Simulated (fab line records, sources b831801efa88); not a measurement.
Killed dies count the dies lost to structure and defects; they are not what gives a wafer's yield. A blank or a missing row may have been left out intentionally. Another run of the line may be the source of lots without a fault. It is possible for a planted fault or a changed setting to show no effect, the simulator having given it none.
Which tool was responsible?    flow gf180mcu    18 wafers from 6 lots sampled at 2 of the route's 602 steps

== WHAT EACH GAUGE READ, for each wafer ==
GF_CONTACT_RS_MEAS_25: measurement is done with a four-point probe.
lot   measured      on             CONTACT_W_RS (ohm/sq)
L395  day 17 05:33  film_metro-03  0.379 0.371 0.377
L398  day 18 09:03  film_metro-04  0.384 0.381 0.384
L401  day 19 20:01  film_metro-02  0.383 0.374 0.380
L404  day 20 15:51  film_metro-03  0.385 0.442 0.384
L407  day 22 02:05  film_metro-04  0.376 0.378 0.380
L414  day 24 03:13  film_metro-04  0.386 0.381 0.380

== EACH LOT AND THE TOOL THAT RAN IT (in order: tool; ch and the chambers of the sampled wafers; start) ==
lot   GF_CONTACT_CVD_24
L395  cvd_w-02 ch 0,1, day 17 05:27
L398  cvd_w-02 ch 1, day 18 08:56
L401  cvd_w-01 ch 0,1, day 19 19:55
L404  cvd_w-01 ch 0,1, day 20 15:45
L407  cvd_w-02 ch 0,1, day 22 01:58
L414  cvd_w-02 ch 0,1, day 24 03:05
- GF_CONTACT_CVD_24: deposits W, target thk 300 nm, time 90.339 s.

== THE ANSWER, worked out from the rows above alone ==
Rule: the usual values come from the lots themselves. The widest of any qualifying gaps counts: lots, ordered by their means at a reading, are off when they make up no more than a third of the lots, leave a main group of 4 or more, and stand apart from it by 3 or more times the standard deviation of that group's means. A main group is skipped when, at the precision printed for the reading in the tables above, its means are all equal. Also off: a lot with no number at a reading for which 4 or more lots have one. Any other lot the step has rows for is counted as sound.
Off: at GF_CONTACT_RS_MEAS_25 (CONTACT_W_RS), L404. The main group has a mean of 0.380 ohm/sq with a standard deviation of 0.0027.
A tool fits if, at a process step before that reading, it ran every lot that is off, and no sound lot after the first of them. Those tools and the gauges at GF_CONTACT_RS_MEAS_25 are tried in the same way. Undecided on this evidence; 2 tools fit (cvd_w-01 at GF_CONTACT_CVD_24, film_metro-03 at GF_CONTACT_RS_MEAS_25).

== WHAT THE SIMULATOR HAD INSERTED ==
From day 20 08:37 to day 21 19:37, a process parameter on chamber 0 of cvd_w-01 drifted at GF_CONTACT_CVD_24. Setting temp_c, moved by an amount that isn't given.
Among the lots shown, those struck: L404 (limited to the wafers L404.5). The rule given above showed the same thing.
